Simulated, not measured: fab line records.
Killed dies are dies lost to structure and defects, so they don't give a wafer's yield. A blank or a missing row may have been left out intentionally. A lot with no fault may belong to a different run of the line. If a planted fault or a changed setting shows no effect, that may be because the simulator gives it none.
Chamber matching	flow sky130	rie-diel-01 running SKY_VIA4_ETCH_12: 4 sister chambers
The step etches SiO2 in C4F8/O2/Ar, stops on TiN, target depth 580 nm. 16 wafers are shown with their chamber, then 8 later ones without.

## WAFERS WITH THEIR CHAMBER
wafer	chamber	oes-product-au (a.u.)
L077.1	3	0.928
L077.2	2	0.919
L077.3	0	0.925
L080.2	0	0.926
L080.3	3	0.927
L080.4	2	0.927
L084.1	2	0.910
L084.3	0	0.925
L084.5	3	0.917
L085.1	3	0.923
L085.4	1	0.926
L085.5	0	0.914
L088.1	0	0.927
L088.4	2	0.931
L088.6	2	0.922
L092.1	3	0.929

SIGNATURES, as means of the wafers listed above
reading	chamber 0	chamber 1	chamber 2	chamber 3	scatter within a chamber
oes-product-au	0.92340	0.92600	0.92180	0.92480	0.00625
Rule: for a wafer and a chamber, the distance is found by dividing, reading by reading, the gap between the wafer's reading and the chamber's mean by the reading's scatter, squaring, summing and taking the root. If the next closest chamber is less than 2 further off than the closest, the wafer can't be placed; otherwise it belongs to the closest. The scatter: the root of (the sum of the squares of (reading less its chamber's mean) over the shown wafers, divided by (wafers less chambers)).

## WAFERS WHOSE CHAMBER IS MISSING
wafer	oes-product-au (a.u.)
L092.3	0.926
L092.4	0.920
L093.2	0.926
L093.3	0.917
L093.4	0.929
L096.1	0.928
L096.3	0.924
L096.5	0.930

## CHAMBER TAKEN BY EACH
wafer	from the rows above	in truth
L092.3	can't be placed: 1 or 3 or 0 or 2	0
L092.4	can't be placed: 2 or 0 or 3 or 1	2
L093.2	can't be placed: 1 or 3 or 0 or 2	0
L093.3	can't be placed: 2 or 0 or 3 or 1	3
L093.4	can't be placed: 1 or 3 or 0 or 2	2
L096.1	can't be placed: 1 or 3 or 0 or 2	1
L096.3	can't be placed: 0 or 3 or 1 or 2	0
L096.5	can't be placed: 1 or 3 or 0 or 2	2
Correctly placed: 0 of 8. Unplaceable from these rows: 8, with the true chamber sitting among the candidates in 8. 0 placed wrongly.
